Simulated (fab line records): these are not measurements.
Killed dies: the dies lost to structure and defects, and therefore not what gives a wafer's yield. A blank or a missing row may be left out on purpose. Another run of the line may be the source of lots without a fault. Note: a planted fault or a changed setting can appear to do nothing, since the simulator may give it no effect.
The tool behind it: which one? || flow gf180mcu || 6 lots with 18 wafers sampled at 4 steps, on a route of 602 steps

## WHAT EACH GAUGE READ, for each wafer
GF_CONTACT_THK_MEAS_03.
{"lot": "L202", "measured": "day 15 12:53", "on": "filmMetro-04", "CONTACT_CVD_02_THK (nm)": "836 862 851"}
{"lot": "L205", "measured": "day 16 16:47", "on": "filmMetro-01", "CONTACT_CVD_02_THK (nm)": "846 861 875"}
{"lot": "L210", "measured": "day 18 10:56", "on": "filmMetro-04", "CONTACT_CVD_02_THK (nm)": "848 860 873"}
{"lot": "L218", "measured": "day 21 11:20", "on": "filmMetro-01", "CONTACT_CVD_02_THK (nm)": "861 599 602"}
{"lot": "L221", "measured": "day 22 08:01", "on": "filmMetro-04", "CONTACT_CVD_02_THK (nm)": "853 862 868"}
{"lot": "L224", "measured": "day 23 06:49", "on": "filmMetro-01", "CONTACT_CVD_02_THK (nm)": "862 867 880"}

## EACH LOT AND THE TOOL THAT RAN IT (in order: tool; ch and the chambers of the sampled wafers; start)
{"lot": "L202", "GF_HV_LDD_RTA_52": "rtpAnneal-02 ch 0, day 12 17:02", "GF_SALICIDE_SPUTTER_02": "pvdSputter-03, day 15 12:04", "GF_CONTACT_CVD_02": "pecvd-01 ch 0,1, day 15 12:47"}
{"lot": "L205", "GF_HV_LDD_RTA_52": "rtpAnneal-01 ch 0, day 13 18:06", "GF_SALICIDE_SPUTTER_02": "pvdSputter-03, day 16 16:05", "GF_CONTACT_CVD_02": "pecvd-02 ch 0,2, day 16 16:43"}
{"lot": "L210", "GF_HV_LDD_RTA_52": "rtpAnneal-01 ch 0, day 15 11:25", "GF_SALICIDE_SPUTTER_02": "pvdSputter-03, day 18 10:14", "GF_CONTACT_CVD_02": "pecvd-01 ch 0,2, day 18 10:52"}
{"lot": "L218", "GF_HV_LDD_RTA_52": "rtpAnneal-02 ch 0, day 18 06:49", "GF_SALICIDE_SPUTTER_02": "pvdSputter-02, day 21 10:36", "GF_CONTACT_CVD_02": "pecvd-02 ch 1,2, day 21 11:14"}
{"lot": "L221", "GF_HV_LDD_RTA_52": "rtpAnneal-01 ch 0, day 19 03:05", "GF_SALICIDE_SPUTTER_02": "pvdSputter-04, day 22 07:18", "GF_CONTACT_CVD_02": "pecvd-03 ch 0,1,2, day 22 07:57"}
{"lot": "L224", "GF_HV_LDD_RTA_52": "rtpAnneal-01 ch 0, day 20 03:23", "GF_SALICIDE_SPUTTER_02": "pvdSputter-03, day 23 06:05", "GF_CONTACT_CVD_02": "pecvd-03 ch 0,1,2, day 23 06:45"}
- GF_HV_LDD_RTA_52: time 10 s.
- GF_SALICIDE_SPUTTER_02: material Co, target thk 10 nm, time 20 s.
- GF_CONTACT_CVD_02: deposits SiO2 from TEOS, target thk 860 nm, time 95.992 s.

## THE ANSWER, worked out from the rows above alone
Rule: the usual values come from the lots themselves. Put in order of their means at a reading, lots are off if they are a third of the lots or fewer, leave a main group of 4 or more, and stand apart from it by a gap of 3 or more times the standard deviation of the main group's means; of several such gaps the widest counts. Not used: any main group whose means are identical at the precision the tables above print for the reading. Also off: a lot with no number at a reading for which 4 or more lots have one. Any other lot the step has rows for is counted as sound.
Off: L218, seen at GF_CONTACT_THK_MEAS_03 (CONTACT_CVD_02_THK). Main group: mean 860 nm, sd 6.3.
A tool fits if, at a process step before that reading, it ran every lot that is off, and no sound lot after the first of them. The gauges at GF_CONTACT_THK_MEAS_03 are tried like those tools. Can't be told from this: 3 tools fit, rtpAnneal-02 at GF_HV_LDD_RTA_52, pvdSputter-02 at GF_SALICIDE_SPUTTER_02, pecvd-02 at GF_CONTACT_CVD_02.

## WHAT WAS PUT IN BY THE SIMULATOR
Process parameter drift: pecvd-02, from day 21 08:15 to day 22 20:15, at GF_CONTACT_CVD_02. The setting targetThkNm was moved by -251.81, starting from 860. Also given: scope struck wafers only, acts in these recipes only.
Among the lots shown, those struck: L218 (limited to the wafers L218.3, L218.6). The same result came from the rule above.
